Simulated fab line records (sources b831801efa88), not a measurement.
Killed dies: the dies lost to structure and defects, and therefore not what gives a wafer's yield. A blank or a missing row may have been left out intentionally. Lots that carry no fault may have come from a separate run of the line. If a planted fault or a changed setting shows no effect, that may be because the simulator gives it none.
Which of the tools did it?	flow gf180mcu	14 lots, 42 wafers sampled, at 5 steps of a route of 602

== WHAT THE GAUGES READ, wafer by wafer ==
Not one reading of a measure or inspect step in the record can be checked against a usual standard deviation.

== TOOL THAT RAN EACH LOT (tool first, then ch and the chambers of the sampled wafers, then the start) ==
lot	GF_V1_CMP_04	GF_V1_ETCH_17	GF_V1_CVD_23	GF_M3_SPUTTER_02	GF_M3_SPUTTER_03
L580	cmp-01 ch 0,1,2, day 17 06:41	rie_diel-04 ch 1,2,3, day 18 07:33 or earlier	cvd_w-01 ch 0,1, day 18 07:33	pvd_sputter-02, day 20 11:47	pvd_sputter-02, day 20 11:49
L581	cmp-01 ch 0,1,3, day 17 15:08	rie_diel-02 ch 0,1,3, day 18 16:14 or earlier	cvd_w-02 ch 0,1, day 18 16:14	pvd_sputter-04, day 20 20:38	pvd_sputter-04, day 20 20:40
L582	cmp-01 ch 0,3, day 18 01:02	rie_diel-04 ch 0,1, day 19 01:59 or earlier	cvd_w-02 ch 0,1, day 19 01:59	pvd_sputter-02, day 21 05:06	pvd_sputter-02, day 21 05:08
L586	cmp-01 ch 0,2,3, day 19 13:14	rie_diel-02 ch 0,2,3, day 20 14:38 or earlier	cvd_w-01 ch 0,1, day 20 14:38	pvd_sputter-04, day 22 17:15	pvd_sputter-04, day 22 17:17
L589	cmp-01 ch 0,2,3, day 20 16:35	rie_diel-01 ch 1,2, day 21 18:19 or earlier	cvd_w-01 ch 0,1, day 21 18:19	pvd_sputter-04, day 23 20:22	pvd_sputter-04, day 23 20:23
L595	cmp-02 ch 1,2,3, day 22 17:38	rie_diel-02 ch 0,1,2, day 23 17:38 or earlier	cvd_w-01 ch 0,1, day 23 17:38	pvd_sputter-04, day 25 17:08	pvd_sputter-04, day 25 17:10
L596	cmp-02 ch 0,1,2, day 23 05:44	rie_diel-01 ch 0,2, day 24 05:17 or earlier	cvd_w-01 ch 0,1, day 24 05:17	pvd_sputter-02, day 26 04:33	pvd_sputter-02, day 26 04:35
L597	cmp-02 ch 0,2, day 23 11:17	rie_diel-01 ch 1,2,3, day 24 10:58 or earlier	cvd_w-01 ch 0, day 24 10:58	pvd_sputter-02, day 26 09:19	pvd_sputter-02, day 26 09:20
L598	cmp-02 ch 1,2, day 23 22:15	rie_diel-04 ch 1,2,3, day 24 22:11 or earlier	cvd_w-01 ch 0, day 24 22:11	pvd_sputter-04, day 26 20:44	pvd_sputter-04, day 26 20:46
L599	cmp-01 ch 1,2,3, day 24 00:36	rie_diel-04 ch 2,3, day 24 23:38 or earlier	cvd_w-02 ch 0,1, day 24 23:38	pvd_sputter-02, day 26 22:25	pvd_sputter-02, day 26 22:26
L600	cmp-02 ch 1,2,3, day 24 10:47	rie_diel-01 ch 1,2, day 25 09:05 or earlier	cvd_w-02 ch 0,1, day 25 09:05	pvd_sputter-02, day 27 06:32	pvd_sputter-02, day 27 06:34
L601	cmp-01 ch 0,2,3, day 24 18:53	rie_diel-01 ch 0,1,2, day 25 17:15 or earlier	cvd_w-01 ch 0,1, day 25 17:15	pvd_sputter-02, day 27 15:01	pvd_sputter-02, day 27 15:03
L602	cmp-02 ch 1,2,3, day 24 20:40	rie_diel-04 ch 0,2,3, day 25 19:50 or earlier	cvd_w-02 ch 1, day 25 19:50	pvd_sputter-04, day 27 16:31	pvd_sputter-04, day 27 16:33
L603	cmp-01 ch 0,1,2, day 25 07:11	rie_diel-04 ch 0,2,3, day 26 05:54 or earlier	cvd_w-02 ch 0,1, day 26 05:54	pvd_sputter-04, day 28 03:08	pvd_sputter-04, day 28 03:10
- GF_V1_CMP_04: polishes SiO2.
- GF_V1_ETCH_17: etches SiO2 in C4F8/O2/Ar, stops on TiN, target depth 630 nm.
- GF_V1_CVD_23: deposits W, target thk 350 nm, time 105.05 s.
- GF_M3_SPUTTER_02: material AlCu, target thk 450 nm, time 23.9 s.
- GF_M3_SPUTTER_03: material Ti, target thk 10 nm, time 6.7 s.

== WHAT THE TOOLS THEMSELVES READ (means of the sampled wafers that have a number; where no wafer has one, the mark that the record gives instead) ==
GF_V1_CMP_04. Usual: motor_current_A 11.8 A, standard deviation 1.3; slurry_flow_ml_min 149.9, standard deviation 0.51; time_to_endpoint_s 82 s, standard deviation 5.5.
lot	tool	motor_current_A (A)	slurry_flow_ml_min	time_to_endpoint_s (s)	flag
L580	cmp-01	12.5	150.5	84	
L581	cmp-01	12.9	150.0	81	
L582	cmp-01	12.0	150.1	82	
L586	cmp-01	11.3	150.1	62	OFF
L589	cmp-01	11.6	149.8	61	OFF
L595	cmp-02	11.7	150.4	79	
L596	cmp-02	11.3	150.0	86	
L597	cmp-02	11.4	149.7	86	
L598	cmp-02	11.4	149.8	94	
L599	cmp-01	12.2	150.1	82	
L600	cmp-02	11.3	149.7	84	
L601	cmp-01	11.4	149.7	86	
L602	cmp-02	11.4	149.8	81	
L603	cmp-01	11.9	149.9	73	

GF_V1_ETCH_17. Usual: 0.856 a.u. for oes_product_au, sd 0.0044.
lot	tool	oes_product_au (a.u.)	flag
L580	rie_diel-04	0.857	
L581	rie_diel-02	0.857	
L582	rie_diel-04	0.858	
L586	rie_diel-02	0.896	OFF
L589	rie_diel-01	0.896	OFF
L595	rie_diel-02	0.856	
L596	rie_diel-01	0.854	
L597	rie_diel-01	0.854	
L598	rie_diel-04	0.855	
L599	rie_diel-04	0.854	
L600	rie_diel-01	0.862	
L601	rie_diel-01	0.851	
L602	rie_diel-04	0.856	
L603	rie_diel-04	0.854	

GF_V1_CVD_23. Usual: 912 W for heater_power_w, sd 160.
lot	tool	heater_power_w (W)	flag
L580	cvd_w-01	1066	
L581	cvd_w-02	726	
L582	cvd_w-02	730	
L586	cvd_w-01	1056	
L589	cvd_w-01	1053	
L595	cvd_w-01	1016	
L596	cvd_w-01	1010	
L597	cvd_w-01	950	
L598	cvd_w-01	958	
L599	cvd_w-02	736	
L600	cvd_w-02	740	
L601	cvd_w-01	1070	
L602	cvd_w-02	783	
L603	cvd_w-02	752	

GF_M3_SPUTTER_02. Usual: cathode_dc_power_W 10600 W, standard deviation 1.8; throttle_valve_pct 30.6 %, standard deviation 1.4.
lot	tool	cathode_dc_power_W (W)	throttle_valve_pct (%)	flag
L580	pvd_sputter-02	10599	31.4	
L581	pvd_sputter-04	10601	30.4	
L582	pvd_sputter-02	10601	31.2	
L586	pvd_sputter-04	10599	30.3	
L589	pvd_sputter-04	10603	30.8	
L595	pvd_sputter-04	10599	30.0	
L596	pvd_sputter-02	10600	30.7	
L597	pvd_sputter-02	10599	30.9	
L598	pvd_sputter-04	10601	29.9	
L599	pvd_sputter-02	10599	30.3	
L600	pvd_sputter-02	10598	30.6	
L601	pvd_sputter-02	10598	30.6	
L602	pvd_sputter-04	10600	31.2	
L603	pvd_sputter-04	10600	29.7	

GF_M3_SPUTTER_03. Usual: cathode_dc_power_W 3000.1 W, standard deviation 0.59; throttle_valve_pct 30.6 %, standard deviation 1.4.
lot	tool	cathode_dc_power_W (W)	throttle_valve_pct (%)	flag
L580	pvd_sputter-02	2999.8	31.5	
L581	pvd_sputter-04	3000.4	30.4	
L582	pvd_sputter-02	3000.2	31.3	
L586	pvd_sputter-04	2999.8	30.3	
L589	pvd_sputter-04	3000.4	30.7	
L595	pvd_sputter-04	2999.6	30.1	
L596	pvd_sputter-02	3000.1	30.6	
L597	pvd_sputter-02	3000.4	30.7	
L598	pvd_sputter-04	2999.6	30.2	
L599	pvd_sputter-02	3000.0	30.3	
L600	pvd_sputter-02	2999.9	30.6	
L601	pvd_sputter-02	2999.9	30.7	
L602	pvd_sputter-04	2999.8	31.2	
L603	pvd_sputter-04	3000.3	29.7	

== THE ANSWER, worked out from the rows above alone ==
Rule: take the mean of a lot's wafers that have a number; if it is more than 3 standard deviations from the usual mean, the lot is off. Also off: a lot with no number at a reading for which 4 or more lots have one. Any other lot the step has rows for is counted as sound. First the gauges in route order, then the tools' own readings, where a lot's mean is used as printed above. The first step at which some lot is off is used, and at that step the reading that is off furthest; a lot without a number counts as furthest.
Off at GF_V1_CMP_04 (time_to_endpoint_s): L586, L589.
A tool fits if, at that step or a process step before it, it ran every lot that is off, and no sound lot after the first of them. Of those tried, none fits.

== WHAT HAD BEEN PUT IN BY THE SIMULATOR ==
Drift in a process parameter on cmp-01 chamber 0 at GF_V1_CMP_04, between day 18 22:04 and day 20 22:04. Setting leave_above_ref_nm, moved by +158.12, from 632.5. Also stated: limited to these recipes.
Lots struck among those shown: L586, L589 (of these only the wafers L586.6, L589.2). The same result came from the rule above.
